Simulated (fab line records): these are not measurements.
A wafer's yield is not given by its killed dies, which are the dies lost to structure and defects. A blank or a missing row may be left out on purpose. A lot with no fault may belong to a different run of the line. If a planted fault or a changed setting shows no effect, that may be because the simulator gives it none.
fab line records | flow sfq_line
record lots=7 | wafers=21 | last_day=91
route steps=325 shown JJ@182
lots that met no fault: from a run of the same line without faults
start_h: hours from the record's first day to the start of the lot's first wafer shown | wait_h: hours elapsed since this lot's preceding step | " repeats the value in the row above | L1.1+2: a single row standing in for several wafers | - no value, or no start was given | * or withheld: withheld | < > ~ a bound
route shown NAME@n: names a module that has steps shown in the file, with the first one's number in the route | usual: the fault-free wafers' mean and standard deviation | same: alike in all rows | chamber/n: place in a boat | sites: each site's reading | _std_site: how widely they spread, as a standard deviation | _edge_site: mean of outer sites minus mean of inner sites | radius_mm: for every site, how far away it sits from the centre of the wafer | mask NAME#n: copy n | behind: the tool/chamber that last shaped the wafer | hold: why the lot went on hold/how many hours it stayed there/how the hold came to an end | device: the transistor (n, p or np) that didn't switch | end of line: tests of these same wafers at the route's end | where a step has no rows: the recipe by itself | killed: count of dies lost to structure and defects at first sort (not the wafer's yield) | map: dies across one wafer; x = killed, . = not, _ = none there
set.NAME: the setting as run; set.NAME@STEP: as run at that earlier step | model.NAME: the simulator's own value behind a step, which no gauge read
certain route steps with their lots: each step a table, each wafer a row
services: when a tool's chamber went out of use (start_h, in hours from the record's first day, below 0 if earlier), for how many hours, and the reason
## steps
# step SFQ_TRILAYER_JJ_TRILAYER_DEP_SPUTTER_112
# recipe material=Nb | base_pressure_pa=1.33e-06 | chamber_pressure_pa=0.1333 | substrate_temp_c=20 | target_thk_nm=170 | power_w=2000 | time_s=113.3
# usual throttle_valve_pct=29.9/0.81
# same time_s=113.3
lot.wafer | tool           | chamber | start_h | wait_h | throttle_valve_pct
L218.1    | pvd_sputter-06 | -       | 1494.18 | 0.5    | 30.6
L218.2    | "              | -       | "       | "      | 28.8
L218.4    | "              | -       | "       | "      | 30.2
L220.1    | pvd_sputter-03 | -       | 1513.56 | 0.5    | 31.8
L220.5    | "              | -       | "       | "      | 29.6
L220.6    | "              | -       | "       | "      | 29.2
L221.2    | pvd_sputter-06 | -       | 1519.47 | 0.5    | 29.0
L221.3    | "              | -       | "       | "      | 30.3
L221.4    | "              | -       | "       | "      | 30.0
L222.2    | pvd_sputter-06 | -       | 1531.48 | 0.5    | 30.2
L222.3    | "              | -       | "       | "      | 30.2
L222.6    | "              | -       | "       | "      | 30.1
L223.1    | pvd_sputter-03 | -       | 1536.30 | 0.5    | 29.2
L223.2    | "              | -       | "       | "      | 31.6
L223.6    | "              | -       | "       | "      | 29.8
L227.2    | pvd_sputter-03 | -       | 1598.10 | 0.5    | 29.8
L227.3    | "              | -       | "       | "      | 31.9
L227.5    | "              | -       | "       | "      | 30.1
L228.2    | pvd_sputter-05 | -       | 1605.30 | 0.5    | 30.0
L228.3    | "              | -       | "       | "      | 29.3
L228.4    | "              | -       | "       | "      | 29.1
# step SFQ_JJ_RS_MEAS_929
# recipe thk_meas_gauge=four-point-probe | reads=Nb_of_TRILAYER_JJ_TRILAYER_DEP_SPUTTER_112
# usual JJ_NB_RS=1.050/0.012
lot.wafer | tool          | chamber | start_h | wait_h | JJ_NB_RS[ohm/sq]
L218.1    | film_metro-03 | -       | 1494.26 | 0.0    | 1.053
L218.2    | "             | -       | "       | "      | 1.064
L218.4    | "             | -       | "       | "      | 1.066
L220.1    | film_metro-02 | -       | 1513.64 | 0.0    | 1.062
L220.5    | "             | -       | "       | "      | 1.058
L220.6    | "             | -       | "       | "      | 1.060
L221.2    | film_metro-02 | -       | 1519.56 | 0.1    | 1.052
L221.3    | "             | -       | "       | "      | 1.052
L221.4    | "             | -       | "       | "      | 1.054
L222.2    | film_metro-02 | -       | 1531.58 | 0.1    | 1.076
L222.3    | "             | -       | "       | "      | 1.064
L222.6    | "             | -       | "       | "      | 1.072
L223.1    | film_metro-01 | -       | 1536.38 | 0.0    | 1.045
L223.2    | "             | -       | "       | "      | 1.049
L223.6    | "             | -       | "       | "      | 1.039
L227.2    | film_metro-01 | -       | 1598.20 | 0.1    | 1.019
L227.3    | "             | -       | "       | "      | 1.021
L227.5    | "             | -       | "       | "      | 1.027
L228.2    | film_metro-01 | -       | 1605.40 | 0.1    | 1.048
L228.3    | "             | -       | "       | "      | 1.067
L228.4    | "             | -       | "       | "      | 1.061
# step SFQ_TRILAYER_JJ_CE_LITHO_COAT_119
# recipe resist=BARC | spin_rpm=3000 | resist_thk_nm=62
# step SFQ_TRILAYER_JJ_CE_LITHO_COAT_114
# recipe resist=KrF | spin_rpm=3000 | resist_thk_nm=600
# step SFQ_TRILAYER_JJ_CE_LITHO_SOFTBAKE_118
# recipe temp_c=withheld | time_s=withheld | resist=KrF
# step SFQ_TRILAYER_JJ_CE_LITHO_EXPOSE_115
# recipe mask_id=J5 | na=0.6 | source_shape=conventional | sigma_outer=0.65 | target_cd_nm=700 | dose_mj=14.4
# step SFQ_TRILAYER_JJ_CE_LITHO_PEB_117
# recipe peb_temp_c=115 | peb_time_s=60 | resist=KrF
# step SFQ_TRILAYER_JJ_CE_LITHO_DEVELOP_116
# recipe time_s=60 | resist=KrF
# step SFQ_JJ_OVL_MEAS_931
# usual J5_OVL=-1/4.5
lot.wafer | tool       | chamber | start_h | wait_h | J5_OVL[nm]
L218.1    | overlay-01 | -       | 1514.62 | 0.1    | -5
L218.2    | "          | -       | "       | "      | 1
L218.4    | "          | -       | "       | "      | -6
L220.1    | overlay-01 | -       | 1520.42 | 0.1    | 2
L220.5    | "          | -       | "       | "      | -1
L220.6    | "          | -       | "       | "      | 0
L221.2    | overlay-01 | -       | 1521.98 | 0.1    | 5
L221.3    | "          | -       | "       | "      | -3
L221.4    | "          | -       | "       | "      | 2
L222.2    | overlay-02 | -       | 1534.00 | 0.1    | -6
L222.3    | "          | -       | "       | "      | -7
L222.6    | "          | -       | "       | "      | -6
L223.1    | overlay-02 | -       | 1545.20 | 0.1    | 5
L223.2    | "          | -       | "       | "      | 4
L223.6    | "          | -       | "       | "      | 0
L227.2    | overlay-01 | -       | 1600.61 | 0.1    | -5
L227.3    | "          | -       | "       | "      | 1
L227.5    | "          | -       | "       | "      | 0
L228.2    | overlay-01 | -       | 1608.47 | 0.1    | 6
L228.3    | "          | -       | "       | "      | 2
L228.4    | "          | -       | "       | "      | 5
# step SFQ_TRILAYER_JJ_CE_METRO_MEASURE_117
# usual cd_nm=700.4/1.3
lot.wafer | tool      | chamber | start_h | wait_h | cd_nm
L218.1    | cd_sem-01 | -       | 1514.65 | 0.0    | 699.5
L218.2    | "         | -       | "       | "      | 700.0
L218.4    | "         | -       | "       | "      | 699.7
L220.1    | cd_sem-01 | -       | 1520.45 | 0.0    | 700.5
L220.5    | "         | -       | "       | "      | 700.5
L220.6    | "         | -       | "       | "      | 699.4
L221.2    | cd_sem-02 | -       | 1522.21 | 0.2    | 700.8
L221.3    | "         | -       | "       | "      | 700.4
L221.4    | "         | -       | "       | "      | 700.8
L222.2    | cd_sem-01 | -       | 1534.23 | 0.2    | 698.2
L222.3    | "         | -       | "       | "      | 699.1
L222.6    | "         | -       | "       | "      | 699.1
L223.1    | cd_sem-01 | -       | 1545.24 | 0.0    | 701.2
L223.2    | "         | -       | "       | "      | 702.7
L223.6    | "         | -       | "       | "      | 701.4
L227.2    | cd_sem-01 | -       | 1600.84 | 0.2    | 699.9
L227.3    | "         | -       | "       | "      | 699.4
L227.5    | "         | -       | "       | "      | 698.8
L228.2    | cd_sem-02 | -       | 1608.70 | 0.2    | 698.5
L228.3    | "         | -       | "       | "      | 700.6
L228.4    | "         | -       | "       | "      | 700.6
# step SFQ_TRILAYER_JJ_CE_BARC_OPEN_RIE_150
# recipe mask_material=PR | chemistry=O2 | target_depth_nm=240 | target=BARC | icp_w=600 | bias_w=80 | pressure_mtorr=10 | time_s=80
# usual drypump_motor_current_A=6.0/0.47 | oes_product_au=0.538/0.0046
# same time_s=80
lot.wafer | tool         | chamber | start_h | wait_h | drypump_motor_current_A | oes_product_au | rf_hours_counter_h
L218.1    | rie_metal-01 | 1       | 1515.85 | 1.0    | 5.6                     | 0.540          | 66
L218.2    | "            | 1       | "       | "      | 5.6                     | 0.536          | -
L218.4    | "            | 1       | "       | "      | 5.6                     | 0.540          | -
L220.1    | rie_metal-04 | 1       | 1521.65 | 1.0    | 6.6                     | 0.536          | 16
L220.5    | "            | 1       | "       | "      | 6.6                     | 0.538          | -
L220.6    | "            | 0       | "       | "      | 6.4                     | 0.542          | -
L221.2    | rie_metal-04 | 1       | 1523.21 | 0.8    | 6.7                     | 0.538          | 16
L221.3    | "            | 1       | "       | "      | 6.7                     | 0.532          | -
L221.4    | "            | 0       | "       | "      | 6.5                     | 0.536          | -
L222.2    | rie_metal-04 | 0       | 1535.23 | 0.8    | 6.4                     | 0.538          | 10
L222.3    | "            | 1       | "       | "      | 6.6                     | 0.549          | -
L222.6    | "            | 0       | "       | "      | 6.4                     | 0.533          | -
L223.1    | rie_metal-02 | 0       | 1546.44 | 1.0    | 6.1                     | 0.538          | 69
L223.2    | "            | 1       | "       | "      | 5.6                     | 0.550          | 18
L223.6    | "            | 0       | "       | "      | 6.1                     | 0.538          | -
L227.2    | rie_metal-02 | 0       | 1601.84 | 0.8    | 6.1                     | 0.541          | 76
L227.3    | "            | 1       | "       | "      | 5.5                     | 0.536          | -
L227.5    | "            | 0       | "       | "      | 6.0                     | 0.541          | -
L228.2    | rie_metal-04 | 1       | 1609.70 | 0.8    | 6.6                     | 0.539          | 28
L228.3    | "            | 0       | "       | "      | 6.5                     | 0.542          | -
L228.4    | "            | 1       | "       | "      | 6.6                     | 0.533          | -
# step SFQ_TRILAYER_JJ_CE_ETCH_RIE_118
# recipe target=Nb | stop_on=Al2O3 | mask_material=PR | taper_deg=13.257 | over_etch_frac=0.15 | time_s=97.7 | chemistry=SF6 | target_depth_nm=170 | icp_w=600 | bias_w=80 | pressure_mtorr=10
# usual drypump_motor_current_A=6.0/0.47 | oes_product_au=0.987/0.0069 | over_etch_frac=0.15/0
# same time_s=97.7
lot.wafer | tool         | chamber | start_h | wait_h | drypump_motor_current_A | oes_product_au | over_etch_frac | rf_hours_counter_h | model.KrF_of_TRILAYER_JJ_CE_LITHO_COAT_114.thk_nm
L218.1    | rie_metal-01 | 1       | 1516.04 | 0.2    | 5.6                     | 0.979          | 0.15           | 66                 | 478.2
L218.2    | "            | 1       | "       | "      | 5.6                     | 0.985          | 0.15           | -                  | 477.6
L218.4    | "            | 1       | "       | "      | 5.6                     | 0.990          | 0.15           | -                  | 477.9
L220.1    | rie_metal-04 | 1       | 1521.75 | 0.1    | 6.6                     | 0.926          | 0.274          | 16                 | 464.5
L220.5    | "            | 1       | "       | "      | 6.6                     | 0.929          | 0.274          | -                  | 466.5
L220.6    | "            | 0       | "       | "      | 6.5                     | 0.983          | 0.15           | -                  | 475.5
L221.2    | rie_metal-04 | 1       | 1523.30 | 0.1    | 6.6                     | 0.938          | 0.274          | 16                 | 462.8
L221.3    | "            | 1       | "       | "      | 6.6                     | 0.989          | 0.15           | -                  | 473.4
L221.4    | "            | 0       | "       | "      | 6.5                     | 0.997          | 0.15           | -                  | 472.1
L222.2    | rie_metal-04 | 0       | 1535.32 | 0.1    | 6.5                     | 0.925          | 0.274          | 10                 | 465.1
L222.3    | "            | 1       | "       | "      | 6.6                     | 0.993          | 0.15           | -                  | 479
L222.6    | "            | 0       | "       | "      | 6.5                     | 0.984          | 0.15           | -                  | 476.4
L223.1    | rie_metal-02 | 0       | 1546.53 | 0.1    | 6.1                     | 0.988          | 0.15           | 69                 | 479.3
L223.2    | "            | 1       | "       | "      | 5.6                     | 0.998          | 0.15           | 18                 | 480.5
L223.6    | "            | 0       | "       | "      | 6.1                     | 0.992          | 0.15           | -                  | 478.8
L227.2    | rie_metal-02 | 0       | 1601.94 | 0.1    | 6.0                     | 0.995          | 0.15           | 76                 | 478.3
L227.3    | "            | 1       | "       | "      | 5.5                     | 0.994          | 0.15           | -                  | 476.2
L227.5    | "            | 0       | "       | "      | 6.0                     | 0.989          | 0.15           | -                  | 478.6
L228.2    | rie_metal-04 | 1       | 1609.79 | 0.1    | 6.6                     | 0.992          | 0.15           | 28                 | 475.9
L228.3    | "            | 0       | "       | "      | 6.5                     | 0.993          | 0.15           | -                  | 475.6
L228.4    | "            | 1       | "       | "      | 6.6                     | 0.981          | 0.15           | -                  | 475.2
# step SFQ_TRILAYER_JJ_ANODIZE_ANODIZE_119
# recipe current_density_ma_cm2=withheld | end_current_density_ma_cm2=withheld | bath_temp_c=withheld
## services
tool           | chamber | start_h | hours | kind
cd_sem-02      | -       | 1475.22 | 0.2   | pm
rie_metal-01   | 0       | 1489.40 | -     | clean
rie_metal-01   | 0       | 1489.40 | -     | consumable_replace:focus_ring
rie_metal-01   | 0       | 1489.40 | 27.6  | scheduled_down
rie_metal-01   | 0       | 1489.40 | 27.6  | vent_cycle
pvd_sputter-06 | -       | 1498.62 | 0.5   | repair
cd_sem-01      | -       | 1506.87 | 2.5   | repair
pvd_sputter-03 | -       | 1508.86 | 3.2   | repair
pvd_sputter-05 | 3       | 1523.04 | -     | consumable_replace:kit
pvd_sputter-05 | 3       | 1523.04 | 18.0  | scheduled_down
pvd_sputter-05 | 3       | 1523.04 | 18.0  | vent_cycle
pvd_sputter-06 | -       | 1527.81 | 1.7   | repair
cd_sem-02      | -       | 1540.27 | 6.6   | repair
cd_sem-01      | -       | 1550.34 | 0.8   | repair
rie_metal-01   | 1       | 1554.49 | 14.8  | repair
rie_metal-04   | 0       | 1560.95 | 10.2  | repair
pvd_sputter-03 | -       | 1566.02 | 1.8   | repair
cd_sem-02      | -       | 1583.78 | 2.0   | pm
cd_sem-01      | -       | 1592.33 | 1.2   | pm
cd_sem-01      | -       | 1593.57 | 0.8   | pm
cd_sem-01      | -       | 1604.00 | 0.3   | pm
## key
first_sign step=SFQ_TRILAYER_JJ_CE_ETCH_RIE_118 | reading=over_etch_frac | direction=up | sigmas=99+ | usual=0.15 | struck=0.274
effect step=SFQ_TRILAYER_JJ_CE_ETCH_RIE_118 | reading=oes_product_au | direction=down | sigmas=8.4 | usual=0.987 | struck=0.930
model_effect step=SFQ_TRILAYER_JJ_CE_ETCH_RIE_118 | value=KrF_of_TRILAYER_JJ_CE_LITHO_COAT_114.thk_nm | without=475.4 | struck=464.7
met_at SFQ_TRILAYER_JJ_CE_ETCH_RIE_118
struck_wafers L220.1,L220.5,L221.2,L222.2
fault kind=process_parameter_drift | tool=rie_metal-04 | chamber=- | onset_h=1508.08 | steps=SFQ_TRILAYER_JJ_CE_ETCH_RIE_118 | channel=over_etch_frac | offset=0.124 | shape=step | end_h=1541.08 | scope=struck_wafers_only | stated=0.15
